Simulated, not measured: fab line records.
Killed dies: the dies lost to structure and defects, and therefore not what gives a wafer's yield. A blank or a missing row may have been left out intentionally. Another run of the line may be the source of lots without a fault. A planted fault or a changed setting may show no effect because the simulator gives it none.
fab line records / flow sky130
record lots=6 wafers=18 last-day=49
route steps=708 shown POLY_GATE@235 LDD_N@237 PAD_OPEN@708
lots with no fault: from the same line, run without faults
start-h: hours from the record's first day to the start of the lot's first wafer shown / wait-h: how many hours have passed since the lot's step before this one / " identical to the entry in the row above / L1.1+2: one row covering several wafers at once / - no value, or no start given / * or withheld: withheld / < > ~ a bound
route shown NAME@n: a module of which the file shows steps, and the number in the route of the first / usual: mean and standard deviation over wafers with no fault / same: alike in all rows / chamber/n: place in a boat / sites: per-site readings / _std_site: the standard deviation of these / _edge_site: the outer-site mean with the inner-site mean subtracted / radius-mm: for every site, how far away it sits from the centre of the wafer / mask NAME#n: copy n / behind: tool/chamber where the wafer was last shaped / hold: the reason the lot was held/the length of the hold in hours/how it ended / device: the n, p or np transistor that did not switch / end of line: the tests these same wafers got at the end of their route / step lacking rows: just its recipe / killed: the dies lost at the first sort to structure and to defects; this is not the yield of the wafer / map: a wafer's dies, x killed, . not, _ none there
set.NAME: setting as actually run; set.NAME@STEP: the setting as run at that earlier step / model.NAME: the simulator's own value behind a step, which no gauge read
a table for each step, a row for each wafer; lots at some steps of the route
services: from which hour (start-h, from the record's first day; less than 0 if before it) a tool's chamber was out of use, for how many hours, and why
## steps
# step SKY_POLY_GATE_THK_MEAS_21
# recipe reads=SiO2_of_POLY_GATE_OXIDATION_20
# usual POLY_GATE_OXIDATION_THK=4.01/0.071
lot.wafer=L123.3 tool=film-metro-02 chamber=- start-h=433.63 wait-h=0.0 POLY_GATE_OXIDATION_THK[nm]=4.00
lot.wafer=L123.4 tool=film-metro-02 chamber=- start-h=433.63 wait-h=0.0 POLY_GATE_OXIDATION_THK[nm]=4.10
lot.wafer=L123.5 tool=film-metro-02 chamber=- start-h=433.63 wait-h=0.0 POLY_GATE_OXIDATION_THK[nm]=4.04
lot.wafer=L124.2 tool=film-metro-02 chamber=- start-h=446.54 wait-h=0.0 POLY_GATE_OXIDATION_THK[nm]=4.03
lot.wafer=L124.4 tool=film-metro-02 chamber=- start-h=446.54 wait-h=0.0 POLY_GATE_OXIDATION_THK[nm]=3.97
lot.wafer=L124.5 tool=film-metro-02 chamber=- start-h=446.54 wait-h=0.0 POLY_GATE_OXIDATION_THK[nm]=3.97
lot.wafer=L126.2 tool=film-metro-04 chamber=- start-h=452.53 wait-h=0.0 POLY_GATE_OXIDATION_THK[nm]=3.96
lot.wafer=L126.4 tool=film-metro-04 chamber=- start-h=452.53 wait-h=0.0 POLY_GATE_OXIDATION_THK[nm]=3.92
lot.wafer=L126.5 tool=film-metro-04 chamber=- start-h=452.53 wait-h=0.0 POLY_GATE_OXIDATION_THK[nm]=3.98
lot.wafer=L127.3 tool=film-metro-01 chamber=- start-h=463.75 wait-h=0.0 POLY_GATE_OXIDATION_THK[nm]=3.96
lot.wafer=L127.4 tool=film-metro-01 chamber=- start-h=463.75 wait-h=0.0 POLY_GATE_OXIDATION_THK[nm]=4.00
lot.wafer=L127.5 tool=film-metro-01 chamber=- start-h=463.75 wait-h=0.0 POLY_GATE_OXIDATION_THK[nm]=4.00
lot.wafer=L131.1 tool=film-metro-01 chamber=- start-h=504.97 wait-h=0.0 POLY_GATE_OXIDATION_THK[nm]=4.01
lot.wafer=L131.3 tool=film-metro-01 chamber=- start-h=504.97 wait-h=0.0 POLY_GATE_OXIDATION_THK[nm]=4.00
lot.wafer=L131.5 tool=film-metro-01 chamber=- start-h=504.97 wait-h=0.0 POLY_GATE_OXIDATION_THK[nm]=3.91
lot.wafer=L135.2 tool=film-metro-04 chamber=- start-h=541.79 wait-h=0.0 POLY_GATE_OXIDATION_THK[nm]=4.10
lot.wafer=L135.3 tool=film-metro-04 chamber=- start-h=541.79 wait-h=0.0 POLY_GATE_OXIDATION_THK[nm]=4.10
lot.wafer=L135.6 tool=film-metro-04 chamber=- start-h=541.79 wait-h=0.0 POLY_GATE_OXIDATION_THK[nm]=4.10
# step SKY_POLY_GATE_CD_MEAS_22
# usual cd-nm=149.8/1.6
lot.wafer=L123.3 tool=cd-sem-01 chamber=- start-h=433.72 wait-h=0.1 cd-nm=147.9
lot.wafer=L123.4 tool=cd-sem-01 chamber=- start-h=433.72 wait-h=0.1 cd-nm=149.1
lot.wafer=L123.5 tool=cd-sem-01 chamber=- start-h=433.72 wait-h=0.1 cd-nm=148.0
lot.wafer=L124.2 tool=cd-sem-01 chamber=- start-h=446.69 wait-h=0.1 cd-nm=151.4
lot.wafer=L124.4 tool=cd-sem-01 chamber=- start-h=446.69 wait-h=0.1 cd-nm=152.9
lot.wafer=L124.5 tool=cd-sem-01 chamber=- start-h=446.69 wait-h=0.1 cd-nm=152.9
lot.wafer=L126.2 tool=cd-sem-01 chamber=- start-h=452.64 wait-h=0.1 cd-nm=147.0
lot.wafer=L126.4 tool=cd-sem-01 chamber=- start-h=452.64 wait-h=0.1 cd-nm=146.8
lot.wafer=L126.5 tool=cd-sem-01 chamber=- start-h=452.64 wait-h=0.1 cd-nm=148.1
lot.wafer=L127.3 tool=cd-sem-01 chamber=- start-h=463.85 wait-h=0.1 cd-nm=150.7
lot.wafer=L127.4 tool=cd-sem-01 chamber=- start-h=463.85 wait-h=0.1 cd-nm=151.9
lot.wafer=L127.5 tool=cd-sem-01 chamber=- start-h=463.85 wait-h=0.1 cd-nm=151.1
lot.wafer=L131.1 tool=cd-sem-02 chamber=- start-h=505.03 wait-h=0.1 cd-nm=150.8
lot.wafer=L131.3 tool=cd-sem-02 chamber=- start-h=505.03 wait-h=0.1 cd-nm=150.4
lot.wafer=L131.5 tool=cd-sem-02 chamber=- start-h=505.03 wait-h=0.1 cd-nm=151.7
lot.wafer=L135.2 tool=cd-sem-02 chamber=- start-h=541.87 wait-h=0.1 cd-nm=148.4
lot.wafer=L135.3 tool=cd-sem-02 chamber=- start-h=541.87 wait-h=0.1 cd-nm=149.3
lot.wafer=L135.6 tool=cd-sem-02 chamber=- start-h=541.87 wait-h=0.1 cd-nm=147.5
# step SKY_LDD_N_DEHYDRATE_00
# recipe temp-c=200 time-s=60
# step SKY_LDD_N_HMDS_01
# recipe prime-time-s=60 prime-temp-c=120
# step SKY_LDD_N_COAT_02
# recipe resist=NOVOLAK spin-rpm=3000 resist-thk-nm=300
# step SKY_LDD_N_SOFTBAKE_03
# recipe temp-c=90 time-s=60 resist=NOVOLAK
# step SKY_LDD_N_EXPOSE_04
# recipe mask-id=NTM target-cd-nm=840 na=0.6 source-shape=conventional sigma-outer=0.6 dose-mj=110
# step SKY_LDD_N_PEB_05
# recipe temp-c=withheld time-s=* resist=NOVOLAK
# step SKY_LDD_N_DEVELOP_06
# recipe develop-time-s=60 dev-temp-c=23
# step SKY_LDD_N_OVL_MEAS_07
# usual LDD_N_OVL=-0.1/1.2
lot.wafer=L123.3 tool=overlay-02 chamber=- start-h=464.73 wait-h=0.1 LDD_N_OVL[nm]=-0.8
lot.wafer=L123.4 tool=overlay-02 chamber=- start-h=464.73 wait-h=0.1 LDD_N_OVL[nm]=-0.1
lot.wafer=L123.5 tool=overlay-02 chamber=- start-h=464.73 wait-h=0.1 LDD_N_OVL[nm]=-1.4
lot.wafer=L124.2 tool=overlay-02 chamber=- start-h=477.31 wait-h=0.1 LDD_N_OVL[nm]=0.0
lot.wafer=L124.4 tool=overlay-02 chamber=- start-h=477.31 wait-h=0.1 LDD_N_OVL[nm]=0.4
lot.wafer=L124.5 tool=overlay-02 chamber=- start-h=477.31 wait-h=0.1 LDD_N_OVL[nm]=0.1
lot.wafer=L126.2 tool=overlay-01 chamber=- start-h=482.96 wait-h=0.1 LDD_N_OVL[nm]=1.2
lot.wafer=L126.4 tool=overlay-01 chamber=- start-h=482.96 wait-h=0.1 LDD_N_OVL[nm]=-0.6
lot.wafer=L126.5 tool=overlay-01 chamber=- start-h=482.96 wait-h=0.1 LDD_N_OVL[nm]=-0.5
lot.wafer=L127.3 tool=overlay-02 chamber=- start-h=492.69 wait-h=0.1 LDD_N_OVL[nm]=0.0
lot.wafer=L127.4 tool=overlay-02 chamber=- start-h=492.69 wait-h=0.1 LDD_N_OVL[nm]=1.2
lot.wafer=L127.5 tool=overlay-02 chamber=- start-h=492.69 wait-h=0.1 LDD_N_OVL[nm]=1.7
lot.wafer=L131.1 tool=overlay-01 chamber=- start-h=535.37 wait-h=0.1 LDD_N_OVL[nm]=-0.4
lot.wafer=L131.3 tool=overlay-01 chamber=- start-h=535.37 wait-h=0.1 LDD_N_OVL[nm]=-0.2
lot.wafer=L131.5 tool=overlay-01 chamber=- start-h=535.37 wait-h=0.1 LDD_N_OVL[nm]=-0.6
lot.wafer=L135.2 tool=overlay-01 chamber=- start-h=571.18 wait-h=0.1 LDD_N_OVL[nm]=-3.7
lot.wafer=L135.3 tool=overlay-01 chamber=- start-h=571.18 wait-h=0.1 LDD_N_OVL[nm]=-1.3
lot.wafer=L135.6 tool=overlay-01 chamber=- start-h=571.18 wait-h=0.1 LDD_N_OVL[nm]=-2.6
# step SKY_LDD_N_IMPLANT_08
# recipe species=As energy-kev=20 dose-cm2=7.5e+13 tilt-deg=withheld rotation-deg=23
# step SKY_LDD_N_IMPLANT_09
# recipe species=As energy-kev=20 dose-cm2=7.5e+13 tilt-deg=withheld rotation-deg=113
# step SKY_LDD_N_IMPLANT_10
# recipe species=As energy-kev=20 dose-cm2=7.5e+13 tilt-deg=withheld rotation-deg=203
# usual dose-ions-cm2=7.499e+13/7.4e+10 end-station-pressure-torr=5.34e-06/2.6e-07 faraday-current-uA=423/8.2
lot.wafer=L123.3 tool=implanter-03 chamber=0 start-h=465.10 wait-h=0.1 dose-ions-cm2=7.934e+13 end-station-pressure-torr=5.71e-06 faraday-current-uA=430
lot.wafer=L123.4 tool=implanter-03 chamber=0 start-h=465.10 wait-h=0.1 dose-ions-cm2=7.942e+13 end-station-pressure-torr=5.06e-06 faraday-current-uA=450
lot.wafer=L123.5 tool=implanter-03 chamber=0 start-h=465.10 wait-h=0.1 dose-ions-cm2=7.937e+13 end-station-pressure-torr=5.32e-06 faraday-current-uA=435
lot.wafer=L124.2 tool=implanter-01 chamber=0 start-h=477.66 wait-h=0.1 dose-ions-cm2=7.488e+13 end-station-pressure-torr=5.2e-06 faraday-current-uA=416
lot.wafer=L124.4 tool=implanter-01 chamber=0 start-h=477.66 wait-h=0.1 dose-ions-cm2=7.488e+13 end-station-pressure-torr=5.16e-06 faraday-current-uA=426
lot.wafer=L124.5 tool=implanter-01 chamber=0 start-h=477.66 wait-h=0.1 dose-ions-cm2=7.492e+13 end-station-pressure-torr=5.13e-06 faraday-current-uA=414
lot.wafer=L126.2 tool=implanter-03 chamber=0 start-h=483.31 wait-h=0.1 dose-ions-cm2=7.955e+13 end-station-pressure-torr=5.32e-06 faraday-current-uA=455
lot.wafer=L126.4 tool=implanter-03 chamber=0 start-h=483.31 wait-h=0.1 dose-ions-cm2=7.938e+13 end-station-pressure-torr=5.75e-06 faraday-current-uA=464
lot.wafer=L126.5 tool=implanter-03 chamber=0 start-h=483.31 wait-h=0.1 dose-ions-cm2=7.946e+13 end-station-pressure-torr=5.39e-06 faraday-current-uA=455
lot.wafer=L127.3 tool=implanter-02 chamber=0 start-h=493.06 wait-h=0.1 dose-ions-cm2=7.501e+13 end-station-pressure-torr=5.56e-06 faraday-current-uA=412
lot.wafer=L127.4 tool=implanter-02 chamber=0 start-h=493.06 wait-h=0.1 dose-ions-cm2=7.52e+13 end-station-pressure-torr=5.19e-06 faraday-current-uA=419
lot.wafer=L127.5 tool=implanter-02 chamber=0 start-h=493.06 wait-h=0.1 dose-ions-cm2=7.515e+13 end-station-pressure-torr=5.65e-06 faraday-current-uA=410
lot.wafer=L131.1 tool=implanter-01 chamber=0 start-h=535.70 wait-h=0.1 dose-ions-cm2=7.509e+13 end-station-pressure-torr=5.13e-06 faraday-current-uA=406
lot.wafer=L131.3 tool=implanter-01 chamber=0 start-h=535.70 wait-h=0.1 dose-ions-cm2=7.501e+13 end-station-pressure-torr=5.54e-06 faraday-current-uA=425
lot.wafer=L131.5 tool=implanter-01 chamber=0 start-h=535.70 wait-h=0.1 dose-ions-cm2=7.505e+13 end-station-pressure-torr=5.7e-06 faraday-current-uA=422
lot.wafer=L135.2 tool=implanter-03 chamber=0 start-h=571.54 wait-h=0.1 dose-ions-cm2=7.511e+13 end-station-pressure-torr=5.59e-06 faraday-current-uA=421
lot.wafer=L135.3 tool=implanter-03 chamber=0 start-h=571.54 wait-h=0.1 dose-ions-cm2=7.515e+13 end-station-pressure-torr=5.36e-06 faraday-current-uA=419
lot.wafer=L135.6 tool=implanter-03 chamber=0 start-h=571.54 wait-h=0.1 dose-ions-cm2=7.509e+13 end-station-pressure-torr=5.29e-06 faraday-current-uA=425
# step SKY_LDD_N_IMPLANT_11
# recipe species=As energy-kev=20.32 dose-cm2=7.5e+13 tilt-deg=withheld rotation-deg=293
# step SKY_PAD_OPEN_PROBE_99
# usual killed_at_M0_to_M3=43/5.9 killed_at_M4_up=3.3/1.9 killed-at-contacts=24/5.6 killed-at-front-end=15/4.1 killed-at-other=0.4/0.66 killed-dies=86/9 killed-open=47/6.9 killed-short=39/6.2
# same gross-dies=492 killed-at-back-side=0
lot.wafer=L124.2 tool=prober-01 chamber=- start-h=1120.33 wait-h=0.1 killed_at_M0_to_M3=45 killed_at_M4_up=1 killed-at-contacts=18 killed-at-front-end=19 killed-at-other=0 killed-dies=83 killed-open=38 killed-short=45
lot.wafer=L124.4 tool=prober-01 chamber=- start-h=1120.43 wait-h=0.2 killed_at_M0_to_M3=42 killed_at_M4_up=3 killed-at-contacts=32 killed-at-front-end=27 killed-at-other=3 killed-dies=107 killed-open=61 killed-short=44
lot.wafer=L124.5 tool=prober-01 chamber=- start-h=1120.48 wait-h=0.2 killed_at_M0_to_M3=58 killed_at_M4_up=2 killed-at-contacts=38 killed-at-front-end=12 killed-at-other=1 killed-dies=111 killed-open=58 killed-short=53
lot.wafer=L127.3 tool=prober-01 chamber=- start-h=1132.25 wait-h=0.2 killed_at_M0_to_M3=41 killed_at_M4_up=2 killed-at-contacts=24 killed-at-front-end=11 killed-at-other=0 killed-dies=78 killed-open=41 killed-short=37
lot.wafer=L127.4 tool=prober-01 chamber=- start-h=1132.30 wait-h=0.2 killed_at_M0_to_M3=36 killed_at_M4_up=1 killed-at-contacts=20 killed-at-front-end=12 killed-at-other=0 killed-dies=69 killed-open=35 killed-short=34
lot.wafer=L127.5 tool=prober-01 chamber=- start-h=1132.35 wait-h=0.2 killed_at_M0_to_M3=50 killed_at_M4_up=2 killed-at-contacts=18 killed-at-front-end=6 killed-at-other=1 killed-dies=77 killed-open=45 killed-short=32
lot.wafer=L131.1 tool=prober-02 chamber=- start-h=1160.45 wait-h=0.1 killed_at_M0_to_M3=37 killed_at_M4_up=1 killed-at-contacts=25 killed-at-front-end=15 killed-at-other=0 killed-dies=78 killed-open=40 killed-short=38
lot.wafer=L131.3 tool=prober-02 chamber=- start-h=1160.55 wait-h=0.2 killed_at_M0_to_M3=37 killed_at_M4_up=6 killed-at-contacts=21 killed-at-front-end=17 killed-at-other=1 killed-dies=82 killed-open=38 killed-short=44
lot.wafer=L131.5 tool=prober-02 chamber=- start-h=1160.65 wait-h=0.2 killed_at_M0_to_M3=43 killed_at_M4_up=5 killed-at-contacts=27 killed-at-front-end=23 killed-at-other=0 killed-dies=98 killed-open=60 killed-short=38
# killed by level:class
L124.2 VIA1:geometric-particle:open=10 METAL1:geometric-particle:short=10 CONTACT:geometric-particle:open=7 POLY_GATE:geometric-particle:open=6 METAL2:geometric-particle:short=5 METAL3:geometric-particle:short=5 VIA3:geometric-particle:short=5 FIELD_ISO:geometric-particle:short=4
L124.4 CONTACT:geometric-particle:open=13 VIA1:geometric-particle:open=11 LI_CONTACT:geometric-particle:open=9 FIELD_ISO:geometric-particle:short=8 POLY_GATE:geometric-particle:open=6 METAL1:geometric-particle:short=5 FIELD_ISO:geometric-particle:open=4 LOCAL_INTERCONNECT:geometric-particle:short=4
L124.5 CONTACT:geometric-particle:open=16 METAL1:geometric-particle:short=11 VIA2:geometric-particle:open=11 LI_CONTACT:geometric-particle:open=9 VIA1:geometric-particle:open=9 METAL2:geometric-particle:short=8 CONTACT:geometric-particle:short=5 LOCAL_INTERCONNECT:geometric-particle:short=4
L127.3 CONTACT:geometric-particle:open=12 VIA1:geometric-particle:open=8 METAL2:geometric-particle:short=7 VIA3:geometric-particle:open=6 FIELD_ISO:geometric-particle:short=5 VIA3:geometric-particle:short=5 LOCAL_INTERCONNECT:geometric-particle:short=5 VIA2:geometric-particle:open=5
L127.4 CONTACT:geometric-particle:open=8 VIA1:geometric-particle:open=8 VIA3:geometric-particle:open=6 VIA3:geometric-particle:short=6 METAL2:geometric-particle:short=5 CONTACT:geometric-particle:short=5 FIELD_ISO:geometric-particle:short=3 SPACER:geometric-particle:short=3
L127.5 VIA1:geometric-particle:open=16 VIA2:geometric-particle:open=11 CONTACT:geometric-particle:short=8 METAL1:geometric-particle:short=7 LI_CONTACT:geometric-particle:open=5 FIELD_ISO:geometric-particle:open=3 LOCAL_INTERCONNECT:geometric-particle:short=3 VIA1:geometric-particle:short=3
L131.1 CONTACT:geometric-particle:open=11 METAL1:geometric-particle:short=8 FIELD_ISO:geometric-particle:open=6 METAL2:geometric-particle:short=5 VIA3:geometric-particle:open=5 LI_CONTACT:geometric-particle:open=4 LOCAL_INTERCONNECT:geometric-particle:short=4 CONTACT:geometric-particle:short=4
L131.3 VIA2:geometric-particle:open=8 LI_CONTACT:geometric-particle:open=7 CONTACT:geometric-particle:open=7 CONTACT:geometric-particle:short=6 VIA1:geometric-particle:short=6 METAL1:geometric-particle:short=6 METAL2:geometric-particle:short=6 FIELD_ISO:geometric-particle:short=5
L131.5 CONTACT:geometric-particle:open=17 VIA3:geometric-particle:open=11 METAL2:geometric-particle:short=10 POLY_GATE:geometric-particle:short=6 VIA1:geometric-particle:open=6 FIELD_ISO:geometric-particle:open=5 LI_CONTACT:geometric-particle:open=4 CONTACT:geometric-particle:short=4
## services
tool=implanter-02 chamber=- start-h=450.67 hours=6.6 kind=pm
tool=implanter-02 chamber=- start-h=458.69 hours=12.0 kind=repair
tool=implanter-01 chamber=- start-h=513.39 hours=2.7 kind=repair
tool=implanter-02 chamber=- start-h=523.92 hours=6.8 kind=repair
tool=implanter-02 chamber=- start-h=560.87 hours=6.7 kind=repair
## key
first-sign step=SKY_LDD_N_IMPLANT_10 reading=dose-ions-cm2 direction=up sigmas=59 usual=* struck=*
effect step=SKY_LDD_N_IMPLANT_10 reading=faraday-current-uA direction=up sigmas=3 usual=423 struck=448
met-at SKY_LDD_N_IMPLANT_10
struck-wafers L123.3,L123.4,L123.5,L126.2,L126.4,L126.5
tester-left-out L123,L126
fault kind=process-parameter-drift tool=implanter-03 chamber=- onset-h=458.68 steps=SKY_LDD_N_IMPLANT_10 channel=dose-cm2 offset=* shape=step end-h=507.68 acts-in=* stated=*
# tester-left-out: of these lots the tester's yield and bins aren't shown, on N5 and GAA mostly nor the transistor test; their killed dies are dies lost to structure and defects alone, not to doping, threshold or leakage, so they don't give the yield
